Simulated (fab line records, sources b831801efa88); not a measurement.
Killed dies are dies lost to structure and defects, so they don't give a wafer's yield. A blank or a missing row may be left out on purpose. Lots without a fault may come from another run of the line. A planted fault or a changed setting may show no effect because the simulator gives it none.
Which tool did it? | flow gf180mcu | 7 lots, 21 wafers sampled, at 2 steps of a route of 602

WHAT THE GAUGES READ, wafer by wafer
GF_MVPSD_OVL_MEAS_07.
lot  | measured     | on         | MVPSD_OVL (nm)
L675 | day 5 18:01  | overlay-01 | 1.3 3.2 2.3
L677 | day 6 08:17  | overlay-01 | 0.3 1.7 1.2
L679 | day 6 18:45  | overlay-02 | 5.2 3.0 3.3
L683 | day 7 22:02  | overlay-01 | - - -
L686 | day 8 13:08  | overlay-02 | -0.4 -1.5 1.3
L690 | day 9 13:20  | overlay-01 | 1.1 -1.4 0.6
L693 | day 10 03:47 | overlay-02 | 0.8 -1.5 0.9

WHICH TOOL RAN EACH LOT (tool, then ch and the chambers of the sampled wafers, then the start)
lot  | GF_MVPSD_COAT_02
L675 | litho_track-04 ch 0, day 5 10:34
L677 | litho_track-02 ch 0, day 6 00:29
L679 | litho_track-02 ch 0, day 6 10:18
L683 | litho_track-01, day 7 14:21
L686 | litho_track-01 ch 0, day 8 04:25
L690 | litho_track-02 ch 0, day 9 04:45
L693 | litho_track-02 ch 0, day 9 18:51
- GF_MVPSD_COAT_02: resist thk 3000 nm.

THE ANSWER, worked out from the rows above alone
Rule: what is usual is taken from the lots themselves. Put in order of their means at a reading, lots are off if they are a third of the lots or fewer, leave a main group of 4 or more, and stand apart from it by a gap of 3 or more times the standard deviation of the main group's means; of several such gaps the widest counts. A main group whose means are all the same, to the digits that the tables above print for the reading, isn't used. A lot without any number at a reading at which 4 lots or more have one is off too. The other lots that the step has rows for count as sound.
Off: L683, at GF_MVPSD_OVL_MEAS_07 (MVPSD_OVL). Without a number there: L683. The main group: mean 1.2 nm, standard deviation 1.4.
A tool fits if, at a process step before that reading, it ran every lot that is off, and no sound lot after the first of them. The gauges at GF_MVPSD_OVL_MEAS_07 are tried like those tools. None of those tried fits.

WHAT THE SIMULATOR HAD PUT IN
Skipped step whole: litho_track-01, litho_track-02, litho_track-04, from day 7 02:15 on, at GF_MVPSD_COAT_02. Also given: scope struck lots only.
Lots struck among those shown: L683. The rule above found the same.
